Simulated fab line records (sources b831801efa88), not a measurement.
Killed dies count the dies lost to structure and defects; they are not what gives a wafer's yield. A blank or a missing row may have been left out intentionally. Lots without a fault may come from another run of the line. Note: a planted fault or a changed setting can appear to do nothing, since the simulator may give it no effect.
Which tool was responsible? + flow gf180mcu + 12 lots with 36 wafers sampled at 4 steps, on a route of 602 steps

== WHAT EACH GAUGE READ, for each wafer ==
GF_VT_IMPLANT_RS_MEAS_48: a four-point-probe measurement. Usual: LVPWELL_RS typically reads 1198.3 ohm/sq, with standard deviation 2.5.
| lot  | measured     | on           | LVPWELL_RS (ohm/sq)  | flag |
|------|--------------|--------------|----------------------|------|
| L980 | day 7 14:49  | filmMetro-02 | 1199.7 1195.3 1198.2 |      |
| L981 | day 7 20:20  | filmMetro-04 | 1200.1 1201.0 1201.6 |      |
| L982 | day 8 03:34  | filmMetro-02 | 1195.7 1196.0 1195.5 |      |
| L983 | day 8 10:56  | filmMetro-01 | 1193.1 1194.5 1192.9 |      |
| L984 | day 8 15:35  | filmMetro-02 | 1200.6 1203.8 1197.5 |      |
| L987 | day 9 11:31  | filmMetro-04 | 1196.1 1197.9 1198.3 |      |
| L993 | day 11 01:35 | filmMetro-04 | 1197.1 1194.3 1197.5 |      |
| L995 | day 11 16:40 | filmMetro-01 | 1196.9 1195.4 1192.5 |      |
| L996 | day 12 05:03 | filmMetro-04 | 1199.9 1200.4 1198.7 |      |
| L998 | day 13 08:11 | filmMetro-02 | 1197.7 1201.5 1201.6 |      |
| L100 | day 13 11:29 | filmMetro-04 | 1199.0 1202.1 1199.5 |      |
| L101 | day 13 15:26 | filmMetro-02 | 1199.2 1199.2 1199.3 |      |

GF_CONTACT_BOW_MEAS_05. Usual: CONTACT_BOW typically reads 67 um, with standard deviation 7.2.
| lot  | measured     | on           | CONTACT_BOW (um) | flag |
|------|--------------|--------------|------------------|------|
| L980 | day 15 05:01 | filmMetro-01 | 56 71 53         |      |
| L981 | day 15 14:26 | filmMetro-02 | 54 50 74         |      |
| L982 | day 15 22:44 | filmMetro-04 | 71 68 73         |      |
| L983 | day 16 06:19 | filmMetro-01 | 61 73 74         |      |
| L984 | day 16 18:28 | filmMetro-02 | 64 72 70         |      |
| L987 | day 17 19:37 | filmMetro-02 | 55 66 61         |      |
| L993 | day 19 17:46 | filmMetro-02 | 57 71 69         |      |
| L995 | day 20 15:14 | filmMetro-02 | 67 57 67         |      |
| L996 | day 21 07:13 | filmMetro-01 | 60 69 57         |      |
| L998 | day 22 13:40 | filmMetro-01 | 82 58 64         |      |
| L100 | day 22 17:15 | filmMetro-02 | 73 73 76         |      |
| L101 | day 22 21:44 | filmMetro-01 | 75 61 81         |      |

== EACH LOT AND THE TOOL THAT RAN IT (in order: tool; ch and the chambers of the sampled wafers; start) ==
| lot  | GF_STI_ETCH_13                   | GF_STI_STRIP_15                    |
|------|----------------------------------|------------------------------------|
| L980 | rieDiel-01 ch 1,2,3, day 2 02:01 | plasmaAsher-02 ch 0,1, day 2 02:11 |
| L981 | rieDiel-03 ch 0,1,3, day 2 07:53 | plasmaAsher-02 ch 0,1, day 2 08:02 |
| L982 | rieDiel-01 ch 0,2,3, day 2 13:59 | plasmaAsher-03 ch 0,1, day 2 14:08 |
| L983 | rieDiel-01 ch 0,2,3, day 2 16:38 | plasmaAsher-03 ch 0,1, day 2 16:47 |
| L984 | rieDiel-01 ch 0,1,2, day 2 22:37 | plasmaAsher-03 ch 0,1, day 2 22:49 |
| L987 | rieDiel-03 ch 1,2, day 3 13:10   | plasmaAsher-03 ch 0,1, day 3 13:22 |
| L993 | rieDiel-03 ch 0,1, day 4 20:17   | plasmaAsher-03 ch 0, day 4 20:26   |
| L995 | rieDiel-03 ch 0,1,3, day 5 06:56 | plasmaAsher-03 ch 0,1, day 5 07:05 |
| L996 | rieDiel-01 ch 0,2,3, day 5 11:28 | plasmaAsher-03 ch 0,1, day 5 11:37 |
| L998 | rieDiel-01 ch 0,3, day 5 22:11   | plasmaAsher-02 ch 0,1, day 5 22:20 |
| L100 | rieDiel-01 ch 0,1,2, day 6 08:53 | plasmaAsher-03 ch 0,1, day 6 09:02 |
| L101 | rieDiel-01 ch 2,3, day 6 15:29   | plasmaAsher-03 ch 0,1, day 6 15:40 |
- GF_STI_ETCH_13: etches the open film in CHF3/O2, stops on Si, target depth 282.31 nm, time 112.9 s.
- GF_STI_STRIP_15: strips in O2/N2.

== WHAT THE TOOLS THEMSELVES READ (means of the sampled wafers that have a number; where no wafer has one, the mark that the record gives instead) ==
GF_STI_ETCH_13. Usual: drypumpMotorCurrentA 5.5 A, standard deviation 0.54; oesProductAu 0.833 a.u., standard deviation 0.0062; runLengthS 141.4 s, standard deviation 0.49; throttleValvePct 8.810 %, standard deviation 0.0092.
| lot  | tool       | drypumpMotorCurrentA (A) | oesProductAu (a.u.) | runLengthS (s) | throttleValvePct (%) | flag |
|------|------------|--------------------------|---------------------|----------------|----------------------|------|
| L980 | rieDiel-01 | 5.7                      | 0.831               | 141.5          | 8.811                |      |
| L981 | rieDiel-03 | 5.6                      | 0.832               | 141.3          | 8.810                |      |
| L982 | rieDiel-01 | 5.5                      | 0.835               | 141.5          | 8.800                |      |
| L983 | rieDiel-01 | 5.5                      | 0.837               | 141.6          | 8.805                |      |
| L984 | rieDiel-01 | 5.8                      | 0.833               | 141.2          | 8.815                |      |
| L987 | rieDiel-03 | 5.3                      | 0.833               | 140.9          | 8.817                |      |
| L993 | rieDiel-03 | 5.7                      | 0.902               | 131.9          | 8.838                | OFF  |
| L995 | rieDiel-03 | 5.6                      | 0.908               | 132.1          | 8.828                | OFF  |
| L996 | rieDiel-01 | 5.5                      | 0.829               | 141.6          | 8.810                |      |
| L998 | rieDiel-01 | 5.3                      | 0.838               | 141.8          | 8.801                |      |
| L100 | rieDiel-01 | 5.8                      | 0.832               | 141.4          | 8.806                |      |
| L101 | rieDiel-01 | 5.5                      | 0.835               | 141.6          | 8.807                |      |

GF_STI_STRIP_15. Usual: drypumpMotorCurrentA 5.44 A, standard deviation 0.27; heaterPowerW 328 W, standard deviation 22; oesProductAu 0.385 a.u., standard deviation 0.005; platenTempC 249.99 C, standard deviation 0.18; stripTimeToEndpointS 3.75 s, standard deviation 0.042.
| lot  | tool           | drypumpMotorCurrentA (A) | heaterPowerW (W) | oesProductAu (a.u.) | platenTempC (C) | stripTimeToEndpointS (s) | flag |
|------|----------------|--------------------------|------------------|---------------------|-----------------|--------------------------|------|
| L980 | plasmaAsher-02 | 5.54                     | 331              | 0.386               | 249.90          | 3.76                     |      |
| L981 | plasmaAsher-02 | 5.54                     | 332              | 0.380               | 250.12          | 3.69                     |      |
| L982 | plasmaAsher-03 | 5.39                     | 318              | 0.385               | 249.88          | 3.74                     |      |
| L983 | plasmaAsher-03 | 5.24                     | 320              | 0.385               | 249.85          | 3.79                     |      |
| L984 | plasmaAsher-03 | 5.37                     | 319              | 0.389               | 250.01          | 3.74                     |      |
| L987 | plasmaAsher-03 | 5.23                     | 328              | 0.386               | 250.04          | 3.69                     |      |
| L993 | plasmaAsher-03 | 5.51                     | 314              | 0.391               | 250.06          | 3.91                     | OFF  |
| L995 | plasmaAsher-03 | 5.36                     | 317              | 0.395               | 250.21          | 3.94                     | OFF  |
| L996 | plasmaAsher-03 | 5.24                     | 326              | 0.386               | 249.97          | 3.77                     |      |
| L998 | plasmaAsher-02 | 5.50                     | 330              | 0.385               | 249.96          | 3.76                     |      |
| L100 | plasmaAsher-03 | 5.37                     | 318              | 0.379               | 249.86          | 3.71                     |      |
| L101 | plasmaAsher-03 | 5.23                     | 330              | 0.381               | 249.81          | 3.73                     |      |

== THE ANSWER, worked out from the rows above alone ==
Rule: a lot counts as off when the mean over its wafers that have a number is more than 3 standard deviations away from the usual mean. Also off: a lot with no number at a reading for which 4 or more lots have one. All remaining lots with rows at the step are treated as sound. First the gauges in route order, then the tools' own readings, where a lot's mean is used as printed above. At the first step where some lot is off, the reading lying furthest off is the one used; lots without a number count as furthest.
Off, at GF_STI_ETCH_13 on runLengthS: L993, L995.
A tool fits if, at that step or a process step before it, it ran every lot that is off, and no sound lot after the first of them. One fits: rieDiel-03 at GF_STI_ETCH_13. Its last sound lot is L987 (day 3 13:10), its first lot that is off L993 (day 4 20:17): a fault that began between those two fits.
The tool's own readings at GF_STI_ETCH_13 bear it out: on the lots that are off they differ by more than 5 times the standard deviation of the sound lots' means. oesProductAu reads 0.905 a.u. there against 0.833 a.u. on the sound lots; runLengthS reads 132.0 s there against 141.4 s on the sound lots.

== WHAT THE SIMULATOR HAD INSERTED ==
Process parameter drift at GF_STI_ETCH_13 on rieDiel-03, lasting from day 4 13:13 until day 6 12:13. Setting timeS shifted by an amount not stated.
Struck lots among those shown: L993, L995. Same finding as the rule above.
